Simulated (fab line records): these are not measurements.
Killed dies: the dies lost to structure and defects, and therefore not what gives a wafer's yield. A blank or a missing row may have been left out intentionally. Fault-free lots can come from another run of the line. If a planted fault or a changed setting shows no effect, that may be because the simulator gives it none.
Shared-tool check | flow sky130 | 39 wafers sampled across 13 lots

== WHY IT WAS OPENED ==
SKY_RES_XHIGH_TW_MEAS_09, reading RES_XHIGH_TW: flagged on 1 of 13 lots. No-fault wafers: 1637, standard deviation 11.
Rule: a lot gets a flag if all its wafers with a number sit over 4 standard deviations from that mean, or if no wafer of it has a number. The other lots count as sound.

lot  | measured     | on           | RES_XHIGH_TW, wafer by wafer | flag
L396 | day 27 00:53 | filmMetro-04 | 1620 1618 1623               | 
L397 | day 27 03:40 | filmMetro-02 | 1626 1636 1638               | 
L399 | day 28 02:20 | filmMetro-01 | 1641 1635 1622               | 
L400 | day 28 06:50 | filmMetro-04 | 1611 1618 1617               | 
L401 | day 29 06:28 | filmMetro-01 | 1634 1637 1640               | 
L402 | day 29 08:56 | filmMetro-04 | 1626 1621 1621               | 
L403 | day 29 13:10 | filmMetro-01 | 1645 1637 1638               | 
L406 | day 30 10:28 | filmMetro-02 | 30 30 30                     | FLAGGED
L412 | day 32 01:11 | filmMetro-04 | 1643 1645 1647               | 
L414 | day 32 23:32 | filmMetro-01 | 1649 1647 1641               | 
L415 | day 33 07:33 | filmMetro-01 | 1652 1653 1643               | 
L418 | day 34 03:03 | filmMetro-02 | 1636 1638 1638               | 
L419 | day 34 09:18 | filmMetro-04 | 1649 1657 1651               | 
Averaged over the flagged lots the numbers come to 30, -1607 from the usual (-99 or more standard deviations).

== LOT BY LOT: THE TOOL USED ==
Before the reading, the record contains 4 process steps out of a 708-step route. Read each cell as the tool, then ch plus the chambers that the sampled wafers visited, then the start.
lot  | flag    | SKY_VT_ADJUST_HVTR_STRIP_10         | SKY_SONOS_ONO_ETCH_15             | SKY_SD_P_STRIP_10                   | SKY_RES_XHIGH_STRIP_08
L396 |         | plasmaAsher-02 ch 0,1, day 9 17:44  | rieDiel-04 ch 0,1,2, day 12 21:45 | plasmaAsher-01 ch 0, day 25 19:59   | plasmaAsher-03 ch 0, day 27 00:47
L397 |         | plasmaAsher-02 ch 0,1, day 9 20:27  | rieDiel-01 ch 1,3, day 12 23:48   | plasmaAsher-02 ch 0,1, day 25 22:11 | plasmaAsher-01 ch 0,1, day 27 03:33
L399 |         | plasmaAsher-04 ch 0,1, day 10 12:24 | rieDiel-02 ch 1,3, day 13 21:06   | plasmaAsher-04 ch 0,1, day 26 21:18 | plasmaAsher-01 ch 1, day 28 02:14
L400 |         | plasmaAsher-02 ch 0,1, day 10 20:06 | rieDiel-01 ch 0,3, day 14 02:39   | plasmaAsher-01 ch 0,1, day 27 02:06 | plasmaAsher-01 ch 0,1, day 28 06:44
L401 |         | plasmaAsher-02 ch 0,1, day 11 02:11 | rieDiel-02 ch 0,1,3, day 14 10:36 | plasmaAsher-02 ch 0,1, day 28 02:11 | plasmaAsher-01 ch 0,1, day 29 06:23
L402 |         | plasmaAsher-02 ch 0,1, day 11 08:53 | rieDiel-01 ch 0,2,3, day 14 20:36 | plasmaAsher-04 ch 0,1, day 28 04:30 | plasmaAsher-02 ch 0,1, day 29 08:50
L403 |         | plasmaAsher-01 ch 1, day 11 20:00   | rieDiel-02 ch 0,1,3, day 15 08:27 | plasmaAsher-01 ch 0, day 28 09:29   | plasmaAsher-02 ch 0,1, day 29 13:03
L406 | FLAGGED | plasmaAsher-01 ch 0,1, day 12 12:38 | rieDiel-02 ch 0,1,2, day 16 03:00 | plasmaAsher-04 ch 0,1, day 29 06:32 | plasmaAsher-03 ch 0,1, day 30 10:23
L412 |         | plasmaAsher-01 ch 0,1, day 14 07:16 | rieDiel-01 ch 2,3, day 18 02:09   | plasmaAsher-02 ch 0,1, day 30 20:56 | plasmaAsher-02 ch 0,1, day 32 01:05
L414 |         | plasmaAsher-01 ch 0,1, day 14 21:59 | rieDiel-04 ch 0,1,2, day 18 21:00 | plasmaAsher-01 ch 0,1, day 31 19:45 | plasmaAsher-03 ch 0,1, day 32 23:26
L415 |         | plasmaAsher-01 ch 0,1, day 15 10:59 | rieDiel-02 ch 0,1, day 19 09:12   | plasmaAsher-04 ch 0,1, day 32 04:14 | plasmaAsher-02 ch 1, day 33 07:27
L418 |         | plasmaAsher-01 ch 0,1, day 16 06:35 | rieDiel-01 ch 1,3, day 20 07:12   | plasmaAsher-04 ch 0,1, day 33 00:29 | plasmaAsher-03 ch 0,1, day 34 02:58
L419 |         | plasmaAsher-01 ch 0,1, day 16 17:06 | rieDiel-02 ch 0,2,3, day 20 16:15 | plasmaAsher-01 ch 0,1, day 33 05:51 | plasmaAsher-01 ch 0,1, day 34 09:12
What these steps do:
- SKY_VT_ADJUST_HVTR_STRIP_10: strips in O2/N2.
- SKY_SONOS_ONO_ETCH_15: etches the open film in CHF3/O2, target depth 19.52 nm, time 7.8 s.
- SKY_SD_P_STRIP_10: strips in O2/N2.
- SKY_RES_XHIGH_STRIP_08: strips in O2/N2.
- SKY_RES_XHIGH_TW_MEAS_09

== FLAGGED AGAINST TOTAL, ONE TOOL AT A TIME (gauges that did the reading follow at the end) ==
step                        | tool           | lots run | flagged | share of the flagged lots | sound lots run after its first flagged lot
SKY_VT_ADJUST_HVTR_STRIP_10 | plasmaAsher-01 | 7        | 1       | all                       | 5 (L412,L414,L415,L418,L419)
SKY_VT_ADJUST_HVTR_STRIP_10 | plasmaAsher-02 | 5        | 0       | none                      | -
SKY_VT_ADJUST_HVTR_STRIP_10 | plasmaAsher-04 | 1        | 0       | none                      | -
SKY_SONOS_ONO_ETCH_15       | rieDiel-01     | 5        | 0       | none                      | -
SKY_SONOS_ONO_ETCH_15       | rieDiel-02     | 6        | 1       | all                       | 2 (L415,L419)
SKY_SONOS_ONO_ETCH_15       | rieDiel-04     | 2        | 0       | none                      | -
SKY_SD_P_STRIP_10           | plasmaAsher-01 | 5        | 0       | none                      | -
SKY_SD_P_STRIP_10           | plasmaAsher-02 | 3        | 0       | none                      | -
SKY_SD_P_STRIP_10           | plasmaAsher-04 | 5        | 1       | all                       | 2 (L415,L418)
SKY_RES_XHIGH_STRIP_08      | plasmaAsher-01 | 5        | 0       | none                      | -
SKY_RES_XHIGH_STRIP_08      | plasmaAsher-02 | 4        | 0       | none                      | -
SKY_RES_XHIGH_STRIP_08      | plasmaAsher-03 | 4        | 1       | all                       | 2 (L414,L418)
SKY_RES_XHIGH_TW_MEAS_09    | filmMetro-01   | 5        | 0       | none                      | -
SKY_RES_XHIGH_TW_MEAS_09    | filmMetro-02   | 3        | 1       | all                       | 1 (L418)
SKY_RES_XHIGH_TW_MEAS_09    | filmMetro-04   | 5        | 0       | none                      | -

== THE TABLE: WHAT IT ALLOWS ==
5 rows of the table ran every flagged lot: plasmaAsher-01 at SKY_VT_ADJUST_HVTR_STRIP_10, rieDiel-02 at SKY_SONOS_ONO_ETCH_15, plasmaAsher-04 at SKY_SD_P_STRIP_10, plasmaAsher-03 at SKY_RES_XHIGH_STRIP_08, filmMetro-02 at SKY_RES_XHIGH_TW_MEAS_09.
- plasmaAsher-01 at SKY_VT_ADJUST_HVTR_STRIP_10: 1 of its 7 lots flagged. Sound lots followed the first flagged one (L412, L414, L415, L418, L419) on it, something a lasting fault affecting the whole tool could not allow.
- rieDiel-02 at SKY_SONOS_ONO_ETCH_15: 1 of its 6 lots flagged. Sound lots followed the first flagged one (L415, L419) on it, something a lasting fault affecting the whole tool could not allow.
- plasmaAsher-04 at SKY_SD_P_STRIP_10: 1 of its 5 lots flagged. Sound lots followed the first flagged one (L415, L418) on it, something a lasting fault affecting the whole tool could not allow. Its own readings (oesProductAu) fall more than 4 standard deviations out on all wafers of the flagged lots.
- plasmaAsher-03 at SKY_RES_XHIGH_STRIP_08: 1 of its 4 lots flagged. Sound lots followed the first flagged one (L414, L418) on it, something a lasting fault affecting the whole tool could not allow. Its own readings (stripTimeToEndpointS) fall more than 4 standard deviations out on all wafers of the flagged lots.
- filmMetro-02 at SKY_RES_XHIGH_TW_MEAS_09: 1 of its 3 lots flagged. Sound lots followed the first flagged one (L418) on it, something a lasting fault affecting the whole tool could not allow.
None of the table's rows ran every flagged lot and, after the first, no sound lot.

== WHAT THE SIMULATOR HAD PUT IN ==
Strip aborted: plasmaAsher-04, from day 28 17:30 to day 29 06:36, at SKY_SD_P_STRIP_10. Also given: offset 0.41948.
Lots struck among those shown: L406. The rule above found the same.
